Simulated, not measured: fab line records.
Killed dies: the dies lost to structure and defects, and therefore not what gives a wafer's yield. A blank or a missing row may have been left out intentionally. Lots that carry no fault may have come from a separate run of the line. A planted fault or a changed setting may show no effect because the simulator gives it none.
Which tool was responsible? || flow sky130 || 33 wafers from 11 lots sampled at 3 of the route's 708 steps

== WHAT THE GAUGES SHOWED, per wafer ==
SKY_NWELL_RS_MEAS_31: measures by four-point-probe.
{"lot": "L787", "measured": "day 5 10:25", "on": "film-metro-02", "PWDE_RS (ohm/sq)": "5322 5292 5284"}
{"lot": "L788", "measured": "day 5 19:12", "on": "film-metro-01", "PWDE_RS (ohm/sq)": "5287 5284 5261"}
{"lot": "L789", "measured": "day 6 13:52", "on": "film-metro-02", "PWDE_RS (ohm/sq)": "5286 5281 5276"}
{"lot": "L790", "measured": "day 7 01:56", "on": "film-metro-01", "PWDE_RS (ohm/sq)": "5282 5263 5280"}
{"lot": "L793", "measured": "day 7 18:27", "on": "film-metro-01", "PWDE_RS (ohm/sq)": "5252 5266 5261"}
{"lot": "L794", "measured": "day 7 19:02", "on": "film-metro-02", "PWDE_RS (ohm/sq)": "5252 5280 5289"}
{"lot": "L795", "measured": "day 7 19:56", "on": "film-metro-02", "PWDE_RS (ohm/sq)": "5287 5276 5280"}
{"lot": "L797", "measured": "day 8 01:10", "on": "film-metro-03", "PWDE_RS (ohm/sq)": "5318 5322 5337"}
{"lot": "L807", "measured": "day 11 00:23", "on": "film-metro-02", "PWDE_RS (ohm/sq)": "5243 5245 5242"}
{"lot": "L808", "measured": "day 11 04:34", "on": "film-metro-01", "PWDE_RS (ohm/sq)": "5270 5285 5288"}
{"lot": "L809", "measured": "day 11 05:56", "on": "film-metro-01", "PWDE_RS (ohm/sq)": "5294 5306 5315"}

SKY_SONOS_ONO_THK_MEAS_05.
{"lot": "L787", "measured": "day 11 23:29", "on": "film-metro-04", "SONOS_ONO_CVD_04_THK (nm)": "5.71 5.70 5.85"}
{"lot": "L788", "measured": "day 12 08:58", "on": "film-metro-04", "SONOS_ONO_CVD_04_THK (nm)": "5.79 5.81 5.88"}
{"lot": "L789", "measured": "day 13 09:50", "on": "film-metro-02", "SONOS_ONO_CVD_04_THK (nm)": "5.67 5.61 5.79"}
{"lot": "L790", "measured": "day 14 02:02", "on": "film-metro-01", "SONOS_ONO_CVD_04_THK (nm)": "5.79 5.72 5.71"}
{"lot": "L793", "measured": "day 15 02:14", "on": "film-metro-02", "SONOS_ONO_CVD_04_THK (nm)": "9.32 9.25 9.34"}
{"lot": "L794", "measured": "day 15 02:13", "on": "film-metro-01", "SONOS_ONO_CVD_04_THK (nm)": "9.25 9.27 9.17"}
{"lot": "L795", "measured": "day 15 04:38", "on": "film-metro-04", "SONOS_ONO_CVD_04_THK (nm)": "9.13 9.17 9.17"}
{"lot": "L797", "measured": "day 15 09:25", "on": "film-metro-01", "SONOS_ONO_CVD_04_THK (nm)": "5.77 5.79 5.75"}
{"lot": "L807", "measured": "day 19 05:05", "on": "film-metro-02", "SONOS_ONO_CVD_04_THK (nm)": "5.89 5.76 5.76"}
{"lot": "L808", "measured": "day 19 10:02", "on": "film-metro-04", "SONOS_ONO_CVD_04_THK (nm)": "5.65 5.76 5.68"}
{"lot": "L809", "measured": "day 19 11:19", "on": "film-metro-02", "SONOS_ONO_CVD_04_THK (nm)": "5.74 5.81 5.76"}

== WHICH TOOL RAN EACH LOT (tool, then ch and the chambers of the sampled wafers, then the start) ==
{"lot": "L787", "SKY_SONOS_ONO_CVD_04": "lpcvd-03 ch 0, day 11 22:14"}
{"lot": "L788", "SKY_SONOS_ONO_CVD_04": "lpcvd-03 ch 1, day 12 07:42"}
{"lot": "L789", "SKY_SONOS_ONO_CVD_04": "lpcvd-03 ch 0, day 13 08:35"}
{"lot": "L790", "SKY_SONOS_ONO_CVD_04": "lpcvd-03 ch 0, day 14 00:46"}
{"lot": "L793", "SKY_SONOS_ONO_CVD_04": "lpcvd-03 ch 0, day 15 00:20"}
{"lot": "L794", "SKY_SONOS_ONO_CVD_04": "lpcvd-03 ch 0, day 15 00:20"}
{"lot": "L795", "SKY_SONOS_ONO_CVD_04": "lpcvd-03 ch 0, day 15 02:44"}
{"lot": "L797", "SKY_SONOS_ONO_CVD_04": "lpcvd-03 ch 1, day 15 08:08"}
{"lot": "L807", "SKY_SONOS_ONO_CVD_04": "lpcvd-03 ch 0, day 19 03:49"}
{"lot": "L808", "SKY_SONOS_ONO_CVD_04": "lpcvd-03 ch 0, day 19 08:47"}
{"lot": "L809", "SKY_SONOS_ONO_CVD_04": "lpcvd-03 ch 0, day 19 10:02"}
- SKY_SONOS_ONO_CVD_04: deposits SiO2 from SiH4/N2O, target thk 5.7199 nm.

== WHAT THE TOOLS THEMSELVES READ (means of the sampled wafers that have a number; where no wafer has one, the mark that the record gives instead) ==
SKY_SONOS_ONO_CVD_04.
{"lot": "L787", "tool": "lpcvd-03", "pressure-mtorr (mTorr)": 400.5, "spike-tc-bottom-C (C)": 922, "spike-tc-centre-C (C)": 901.7, "spike-tc-lower-C (C)": 900.2, "spike-tc-top-C (C)": 916, "spike-tc-upper-C (C)": 898.8, "susceptor-temp-C (C)": 900.2, "zone-power-bottom-pct (%)": 25.9, "zone-power-centre-pct (%)": 22.85, "zone-power-lower-pct (%)": 21.3, "zone-power-top-pct (%)": 28.7}
{"lot": "L788", "tool": "lpcvd-03", "pressure-mtorr (mTorr)": 398.9, "spike-tc-bottom-C (C)": 913, "spike-tc-centre-C (C)": 900.8, "spike-tc-lower-C (C)": 897.9, "spike-tc-top-C (C)": 907, "spike-tc-upper-C (C)": 902.1, "susceptor-temp-C (C)": 900.4, "zone-power-bottom-pct (%)": 23.4, "zone-power-centre-pct (%)": 23.06, "zone-power-lower-pct (%)": 18.6, "zone-power-top-pct (%)": 29.5}
{"lot": "L789", "tool": "lpcvd-03", "pressure-mtorr (mTorr)": 399.3, "spike-tc-bottom-C (C)": 921, "spike-tc-centre-C (C)": 900.1, "spike-tc-lower-C (C)": 901.9, "spike-tc-top-C (C)": 917, "spike-tc-upper-C (C)": 899.4, "susceptor-temp-C (C)": 899.8, "zone-power-bottom-pct (%)": 26.0, "zone-power-centre-pct (%)": 23.17, "zone-power-lower-pct (%)": 21.4, "zone-power-top-pct (%)": 28.5}
{"lot": "L790", "tool": "lpcvd-03", "pressure-mtorr (mTorr)": 399.9, "spike-tc-bottom-C (C)": 922, "spike-tc-centre-C (C)": 901.3, "spike-tc-lower-C (C)": 901.3, "spike-tc-top-C (C)": 918, "spike-tc-upper-C (C)": 898.7, "susceptor-temp-C (C)": 900.1, "zone-power-bottom-pct (%)": 25.8, "zone-power-centre-pct (%)": 23.12, "zone-power-lower-pct (%)": 21.3, "zone-power-top-pct (%)": 28.5}
{"lot": "L793", "tool": "lpcvd-03", "pressure-mtorr (mTorr)": 400.3, "spike-tc-bottom-C (C)": 972, "spike-tc-centre-C (C)": 950.4, "spike-tc-lower-C (C)": 951.1, "spike-tc-top-C (C)": 966, "spike-tc-upper-C (C)": 948.9, "susceptor-temp-C (C)": 949.6, "zone-power-bottom-pct (%)": 29.1, "zone-power-centre-pct (%)": 26.08, "zone-power-lower-pct (%)": 24.2, "zone-power-top-pct (%)": 31.2}
{"lot": "L794", "tool": "lpcvd-03", "pressure-mtorr (mTorr)": 400.5, "spike-tc-bottom-C (C)": 972, "spike-tc-centre-C (C)": 950.3, "spike-tc-lower-C (C)": 950.2, "spike-tc-top-C (C)": 965, "spike-tc-upper-C (C)": 948.1, "susceptor-temp-C (C)": 950.0, "zone-power-bottom-pct (%)": 29.4, "zone-power-centre-pct (%)": 25.95, "zone-power-lower-pct (%)": 24.4, "zone-power-top-pct (%)": 31.5}
{"lot": "L795", "tool": "lpcvd-03", "pressure-mtorr (mTorr)": 400.6, "spike-tc-bottom-C (C)": 973, "spike-tc-centre-C (C)": 951.0, "spike-tc-lower-C (C)": 949.9, "spike-tc-top-C (C)": 965, "spike-tc-upper-C (C)": 948.9, "susceptor-temp-C (C)": 950.0, "zone-power-bottom-pct (%)": 29.1, "zone-power-centre-pct (%)": 25.98, "zone-power-lower-pct (%)": 24.4, "zone-power-top-pct (%)": 31.2}
{"lot": "L797", "tool": "lpcvd-03", "pressure-mtorr (mTorr)": 400.0, "spike-tc-bottom-C (C)": 914, "spike-tc-centre-C (C)": 901.6, "spike-tc-lower-C (C)": 898.5, "spike-tc-top-C (C)": 908, "spike-tc-upper-C (C)": 901.2, "susceptor-temp-C (C)": 899.7, "zone-power-bottom-pct (%)": 23.2, "zone-power-centre-pct (%)": 22.77, "zone-power-lower-pct (%)": 18.7, "zone-power-top-pct (%)": 29.4}
{"lot": "L807", "tool": "lpcvd-03", "pressure-mtorr (mTorr)": 400.0, "spike-tc-bottom-C (C)": 922, "spike-tc-centre-C (C)": 900.7, "spike-tc-lower-C (C)": 900.0, "spike-tc-top-C (C)": 916, "spike-tc-upper-C (C)": 898.8, "susceptor-temp-C (C)": 899.9, "zone-power-bottom-pct (%)": 26.3, "zone-power-centre-pct (%)": 22.96, "zone-power-lower-pct (%)": 21.3, "zone-power-top-pct (%)": 28.6}
{"lot": "L808", "tool": "lpcvd-03", "pressure-mtorr (mTorr)": 400.2, "spike-tc-bottom-C (C)": 923, "spike-tc-centre-C (C)": 901.5, "spike-tc-lower-C (C)": 900.3, "spike-tc-top-C (C)": 916, "spike-tc-upper-C (C)": 899.1, "susceptor-temp-C (C)": 899.5, "zone-power-bottom-pct (%)": 25.9, "zone-power-centre-pct (%)": 22.99, "zone-power-lower-pct (%)": 21.3, "zone-power-top-pct (%)": 28.8}
{"lot": "L809", "tool": "lpcvd-03", "pressure-mtorr (mTorr)": 399.4, "spike-tc-bottom-C (C)": 922, "spike-tc-centre-C (C)": 899.8, "spike-tc-lower-C (C)": 899.5, "spike-tc-top-C (C)": 917, "spike-tc-upper-C (C)": 898.3, "susceptor-temp-C (C)": 900.1, "zone-power-bottom-pct (%)": 25.7, "zone-power-centre-pct (%)": 23.06, "zone-power-lower-pct (%)": 21.3, "zone-power-top-pct (%)": 28.7}

== THE ANSWER, worked out from the rows above alone ==
Rule: the lots themselves supply what counts as usual. Put in order of their means at a reading, lots are off if they are a third of the lots or fewer, leave a main group of 4 or more, and stand apart from it by a gap of 3 or more times the standard deviation of the main group's means; of several such gaps the widest counts. The tables above print the reading to a certain number of digits; a main group whose means all agree to those digits is not used. Also off: a lot with no number at a reading for which 4 or more lots have one. The other lots that the step has rows for count as sound. Order of review: gauges by route order, followed by the tools' own readings, for which a lot's mean as printed above is used. At the first step where some lot is off, the reading lying furthest off is the one used; lots without a number count as furthest.
Off: L793, L794, L795, seen at SKY_SONOS_ONO_THK_MEAS_05 (SONOS_ONO_CVD_04_THK). For the main group the mean is 5.76 nm and the standard deviation 0.044.
If a tool, at a process step before that reading, ran all the lots that are off and no sound lot after the first of them, it fits. Not tried: the gauges at SKY_SONOS_ONO_THK_MEAS_05; whatever is off there is also off at SKY_SONOS_ONO_CVD_04, on other tools, and gauge error can't account for it. Of those tried, none fits.

== WHAT THE SIMULATOR PUT IN ==
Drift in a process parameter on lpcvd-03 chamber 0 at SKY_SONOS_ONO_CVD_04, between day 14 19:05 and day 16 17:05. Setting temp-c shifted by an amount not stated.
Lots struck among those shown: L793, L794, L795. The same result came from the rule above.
